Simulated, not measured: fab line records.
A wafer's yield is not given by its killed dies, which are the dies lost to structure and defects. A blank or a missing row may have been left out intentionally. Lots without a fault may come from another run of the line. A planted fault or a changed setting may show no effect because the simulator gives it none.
Comparing a struck lot with a sound one + flow sky130 + 45 steps out of a route of 708
Sound: these wafers, L199.1, L199.3, L199.5. Struck: wafers L192.1, L192.2, L192.5. Last of all comes the cause.
Each step with rows lists, per side, the tool, then ch with its chambers, then its first start. Under that, the readings that differ: sound wafers + struck wafers + difference of the means + sigmas: that difference in standard deviations of wafers without a fault.
alike: readings with means less than 2 such deviations apart, plus words and numbers identical on both sides. not compared: withheld readings, readings lacking a value on some wafer, bounds such as >300 that could conceal the same value, and numbers that have no deviation in the record and whose values overlap.
A row with sigmas, a row that says differs or no value, or rows on one side alone: a step with any of these is where the two part. Numbers that have no deviation but don't overlap get no sigmas and don't part them. A reading missing from all wafers of one side parts the sides only when that side holds two or more wafers.

first, 1 step without rows for these wafers: SKY_FIELD_ISO_CVD_24 (deposits SiO2, target thk 595 nm, time 99.2 s).
SKY_FIELD_ISO_THK_MEAS_25:
  sound: film-metro-04 at day 7 02:50; struck: film-metro-01 at day 5 14:43
| reading                   | sound       | struck      | difference | sigmas |
|---------------------------|-------------|-------------|------------|--------|
| FIELD_ISO_CVD_24_THK (nm) | 603 601 599 | 589 584 585 | -15        | -2     |
then, 1 step without rows for these wafers: SKY_FIELD_ISO_ANNEAL_26 (time 1800 s).
SKY_FIELD_ISO_CMP_27: polishes, stops on Si3N4, t overpolish 16 s, target thk 457.8 nm.
  sound on cmp-01 ch 1,2, day 7 05:43; struck on cmp-02 ch 1,2,3, day 5 16:22
  alike: motor-current-A, overpolish-run-s, time-to-endpoint-s
then, 5 steps without rows for these wafers: SKY_FIELD_ISO_WET_ETCH_28 (etches SiO2 in dHF, target depth 23.7 nm, time 47 s); SKY_FIELD_ISO_WET_ETCH_29 (etches Si3N4 in H3PO4, target depth 160 nm, time 1825 s); SKY_FIELD_ISO_WET_ETCH_30 (etches SiO2 in dHF, target depth 25 nm, time 50 s); SKY_NWELL_CLEAN_00 (cleans in SC1/SC2, time 150 s); SKY_NWELL_OXIDATION_01 (stabilise 600 s, purge 300 s, target thk 10 nm).
SKY_NWELL_THK_MEAS_02:
  sound: film-metro-03 at day 7 09:02; struck: film-metro-04 at day 5 20:11
  alike: NWELL_OXIDATION_THK
then, 2 steps without rows for these wafers: SKY_DNWELL_DEHYDRATE_00 (time 60 s); SKY_DNWELL_HMDS_01 (prime time 60 s).
SKY_DNWELL_COAT_02: resist thk 3000 nm.
  struck on litho-track-02, day 6 05:29; sound on litho-track-04 ch 0, day 7 18:31
  no value came back on the struck wafers for chill-plate-temp-C (C), dispense-pressure-kPa (kPa), spin-speed-rpm (rpm); on the sound wafers chill-plate-temp-C (C) reads 22.95 23.25 22.93
then, 5 steps without rows for these wafers: SKY_DNWELL_SOFTBAKE_03; SKY_DNWELL_EXPOSE_04 (exposes mask DNM, target cd 3000 nm); SKY_DNWELL_PEB_05; SKY_DNWELL_DEVELOP_06 (develop time 60 s); SKY_DNWELL_IMPLANT_07.
SKY_DNWELL_STRIP_08: strips in O2/N2.
  sound on plasma-asher-03 ch 0,1, day 8 05:31; struck on plasma-asher-03 ch 0,1, day 6 15:47
  no value came back on the struck wafers for oes-product-au (a.u.), strip-time-to-endpoint-s (s); on the sound wafers oes-product-au (a.u.) reads 0.717 0.726 0.711
  alike: chamber-pressure-mTorr, drypump-motor-current-A, n2-flow-sccm
  not compared: rf-hours-counter-h
SKY_DNWELL_TW_MEAS_09:
  sound: film-metro-03 at day 8 05:37; struck: film-metro-04 at day 6 15:53
| reading   | sound          | struck         | difference | sigmas |
|-----------|----------------|----------------|------------|--------|
| DNWELL_TW | 1099 1100 1105 | 1126 1133 1130 | +28        | +2     |
then, 7 steps without rows for these wafers: SKY_PWDE_DEHYDRATE_00 (time 60 s); SKY_PWDE_HMDS_01 (prime time 60 s); SKY_PWDE_COAT_02 (resist thk 3000 nm); SKY_PWDE_SOFTBAKE_03; SKY_PWDE_EXPOSE_04 (exposes mask PWDEM, target cd 840 nm); SKY_PWDE_PEB_05; SKY_PWDE_DEVELOP_06 (develop time 60 s).
SKY_PWDE_OVL_MEAS_07:
  sound: overlay-02 at day 9 02:49; struck: overlay-02 at day 7 11:35
  alike: PWDE_OVL
after that, 1 step had no rows for these wafers: SKY_PWDE_IMPLANT_08.
SKY_PWDE_STRIP_09: strips in O2/N2.
  sound on plasma-asher-03 ch 1, day 9 03:01; struck on plasma-asher-01 ch 0,1, day 7 11:46
  alike: chamber-pressure-mTorr, drypump-motor-current-A, n2-flow-sccm, oes-product-au, strip-time-to-endpoint-s
  not compared: rf-hours-counter-h
SKY_PWDE_TW_MEAS_10:
  sound: film-metro-03 at day 9 03:07; struck: film-metro-02 at day 7 11:52
| reading | sound       | struck         | difference | sigmas      |
|---------|-------------|----------------|------------|-------------|
| PWDE_TW | 366 366 365 | 1110 1116 1114 | +748       | +99 or more |
then, 7 steps without rows for these wafers: SKY_NWELL_DEHYDRATE_03 (time 60 s); SKY_NWELL_HMDS_04 (prime time 60 s); SKY_NWELL_COAT_05 (resist thk 3000 nm); SKY_NWELL_SOFTBAKE_06; SKY_NWELL_EXPOSE_07 (exposes mask NWM, target cd 840 nm); SKY_NWELL_PEB_08; SKY_NWELL_DEVELOP_09 (develop time 60 s).
SKY_NWELL_OVL_MEAS_10:
  sound: overlay-02 at day 10 02:01; struck: overlay-02 at day 8 07:55
  alike: NWELL_00_OVL
then, 3 steps without rows for these wafers: SKY_NWELL_IMPLANT_11; SKY_NWELL_IMPLANT_12; SKY_NWELL_IMPLANT_13.
SKY_NWELL_TW_MEAS_15:
  sound: film-metro-04 at day 10 02:37; struck: film-metro-03 at day 8 08:31
| reading  | sound          | struck         | difference | sigmas |
|----------|----------------|----------------|------------|--------|
| NWELL_TW | 1841 1839 1849 | 1903 1900 1911 | +62        | +2     |
SKY_NWELL_TW_MEAS_26:
  sound: film-metro-02 at day 11 01:34; struck: film-metro-04 at day 9 06:28
| reading    | sound       | struck         | difference | sigmas      |
|------------|-------------|----------------|------------|-------------|
| NWELL_2_TW | 491 487 485 | 1162 1165 1167 | +677       | +99 or more |
-- the record jumps here: 40 days lie between the struck wafers' starts before and after (it left off in module NWELL and takes up again in module PAD_OPEN, whose first step shown is number 708 of the route) --
SKY_PAD_OPEN_PROBE_99:
  record: rows for the struck wafers here (prober-01, day 49 14:35), none for the sound ones

== WHERE THEY PART ==
At SKY_FIELD_ISO_THK_MEAS_25 first; at SKY_PAD_OPEN_PROBE_99 last (within this record only).

WHY: what the simulator had put in
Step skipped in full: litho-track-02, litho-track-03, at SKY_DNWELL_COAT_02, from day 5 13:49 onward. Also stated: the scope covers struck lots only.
